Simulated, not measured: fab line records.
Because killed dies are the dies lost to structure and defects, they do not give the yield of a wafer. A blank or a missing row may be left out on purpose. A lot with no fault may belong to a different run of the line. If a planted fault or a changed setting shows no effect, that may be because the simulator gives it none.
Which tool did it? | flow gf180mcu | Sampling: 13 lots, 39 wafers, 4 of 602 route steps

== WHAT THE GAUGES SHOWED, per wafer ==
GF_DNWELL_TW_MEAS_09. Usual: DNWELL_TW typically reads 1342, with standard deviation 13.
lot  | measured    | on            | DNWELL_TW      | flag
L110 | day 2 18:34 | film-metro-02 | 1372 1367 1368 |
L111 | day 2 22:38 | film-metro-04 | 1329 1334 1328 |
L112 | day 3 05:57 | film-metro-01 | 1329 1328 1327 |
L113 | day 3 10:46 | film-metro-04 | 1332 1340 1337 |
L116 | day 4 06:13 | film-metro-02 | 1356 1359 1359 |
L117 | day 4 06:28 | film-metro-01 | 1344 1340 1348 |
L120 | day 4 23:50 | film-metro-01 | 1340 1333 1335 |
L121 | day 5 05:28 | film-metro-02 | 1368 1361 1359 |
L122 | day 5 11:54 | film-metro-04 | 1333 1339 1335 |
L123 | day 5 17:49 | film-metro-04 | 1340 1339 1340 |
L127 | day 6 13:03 | film-metro-04 | 1341 1337 1336 |
L128 | day 6 18:45 | film-metro-01 | 1318 1314 1319 |
L132 | day 7 15:10 | film-metro-04 | 1323 1326 1326 |

GF_MVPSD_OVL_MEAS_07. Usual: MVPSD_OVL typically reads 1.5 nm, with standard deviation 1.4.
lot  | measured     | on         | MVPSD_OVL (nm) | flag
L110 | day 4 23:10  | overlay-01 | -0.3 0.1 -0.6  |
L111 | day 5 04:41  | overlay-02 | 1.8 -1.0 0.2   |
L112 | day 5 12:19  | overlay-02 | 2.3 1.3 1.6    |
L113 | day 5 18:28  | overlay-01 | 2.6 1.7 1.9    |
L116 | day 6 15:56  | overlay-02 | 1.7 2.9 1.9    |
L117 | day 6 16:17  | overlay-01 | -0.5 -0.7 1.3  |
L120 | day 7 11:10  | overlay-01 | -0.4 -0.1 1.1  |
L121 | day 7 19:14  | overlay-02 | 1.8 0.0 1.2    |
L122 | day 8 02:31  | overlay-01 | 2.2 0.6 0.7    |
L123 | day 8 09:08  | overlay-01 | 3.9 2.6 2.7    |
L127 | day 9 06:27  | overlay-01 | 2.3 1.2 2.1    |
L128 | day 9 13:08  | overlay-02 | -0.1 -0.7 1.8  |
L132 | day 10 11:46 | overlay-02 | -1.0 0.2 -0.5  |

GF_VT_IMPLANT_TW_MEAS_43. Usual: VT_IMPLANT_4_TW typically reads 682, with standard deviation 3.2.
lot  | measured     | on            | VT_IMPLANT_4_TW | flag
L110 | day 7 11:05  | film-metro-01 | 678 674 675     |
L111 | day 7 17:40  | film-metro-03 | 686 686 685     |
L112 | day 8 02:42  | film-metro-03 | 679 680 679     |
L113 | day 8 09:44  | film-metro-04 | 681 680 681     |
L116 | day 9 08:34  | film-metro-01 | 678 683 678     |
L117 | day 9 10:31  | film-metro-01 | 680 682 680     |
L120 | day 10 08:50 | film-metro-03 | 680 683 681     |
L121 | day 10 17:29 | film-metro-04 | 685 682 682     |
L122 | day 11 00:17 | film-metro-01 | 682 680 682     |
L123 | day 11 08:02 | film-metro-03 | 612 619 611     | OFF
L127 | day 12 07:02 | film-metro-01 | 682 682 686     |
L128 | day 12 13:59 | film-metro-01 | 609 610 608     | OFF
L132 | day 13 14:22 | film-metro-04 | 681 677 682     |

== TOOL THAT RAN EACH LOT (tool first, then ch and the chambers of the sampled wafers, then the start) ==
lot  | GF_VT_IMPLANT_IMPLANT_41
L110 | implanter-02 ch 0, day 7 10:50
L111 | implanter-03 ch 0, day 7 17:27
L112 | implanter-03 ch 0, day 8 02:28
L113 | implanter-02 ch 0, day 8 09:29
L116 | implanter-01 ch 0, day 9 08:20
L117 | implanter-03 ch 0, day 9 10:18
L120 | implanter-03 ch 0, day 10 08:35
L121 | implanter-02 ch 0, day 10 17:14
L122 | implanter-03 ch 0, day 11 00:05
L123 | implanter-03 ch 0, day 11 07:47
L127 | implanter-02 ch 0, day 12 06:49
L128 | implanter-03 ch 0, day 12 13:45
L132 | implanter-01 ch 0, day 13 14:08
- GF_VT_IMPLANT_IMPLANT_41

== WHAT THE TOOLS THEMSELVES READ (means of the sampled wafers that have a number; where no wafer has one, the mark that the record gives instead) ==
GF_VT_IMPLANT_IMPLANT_41. Usual: tilt-deg 6.998 degrees, standard deviation 0.019.
lot  | tool         | tilt-deg (degrees) | flag
L110 | implanter-02 | 6.996              |
L111 | implanter-03 | 6.992              |
L112 | implanter-03 | 7.018              |
L113 | implanter-02 | 6.981              |
L116 | implanter-01 | 6.986              |
L117 | implanter-03 | 6.981              |
L120 | implanter-03 | 6.997              |
L121 | implanter-02 | 6.991              |
L122 | implanter-03 | 7.036              |
L123 | implanter-03 | -0.003             | OFF
L127 | implanter-02 | 7.008              |
L128 | implanter-03 | -0.035             | OFF
L132 | implanter-01 | 7.022              |

== THE ANSWER, worked out from the rows above alone ==
Rule: a lot counts as off when the mean over its wafers that have a number is more than 3 standard deviations away from the usual mean. A lot without any number at a reading at which 4 lots or more have one is off too. The other lots that the step has rows for count as sound. Order of review: gauges by route order, followed by the tools' own readings, for which a lot's mean as printed above is used. The first step at which some lot is off is used, and at that step the reading that is off furthest; a lot without a number counts as furthest.
Off: at GF_VT_IMPLANT_TW_MEAS_43 (VT_IMPLANT_4_TW), L123, L128.
If a tool, at a process step before that reading, ran all the lots that are off and no sound lot after the first of them, it fits. Not tried: the gauges at GF_VT_IMPLANT_TW_MEAS_43; whatever is off there is also off at GF_VT_IMPLANT_IMPLANT_41, on other tools, and gauge error can't account for it. One fits: GF_VT_IMPLANT_IMPLANT_41 on implanter-03. Its last sound lot is L122 (day 11 00:05), its first lot that is off L123 (day 11 07:47): a fault that began between those two fits.
The tool's own readings at GF_VT_IMPLANT_IMPLANT_41 bear it out: on the lots that are off they differ by more than 5 times the standard deviation of the sound lots' means. tilt-deg reads -0.019 degrees there against 7.001 degrees on the sound lots.

== WHAT THE SIMULATOR PUT IN ==
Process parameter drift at GF_VT_IMPLANT_IMPLANT_41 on implanter-03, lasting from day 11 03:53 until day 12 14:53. The setting tilt-deg was moved by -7, starting from 7. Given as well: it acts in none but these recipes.
Lots struck among those shown: L123, L128. The rule above reached the same finding.
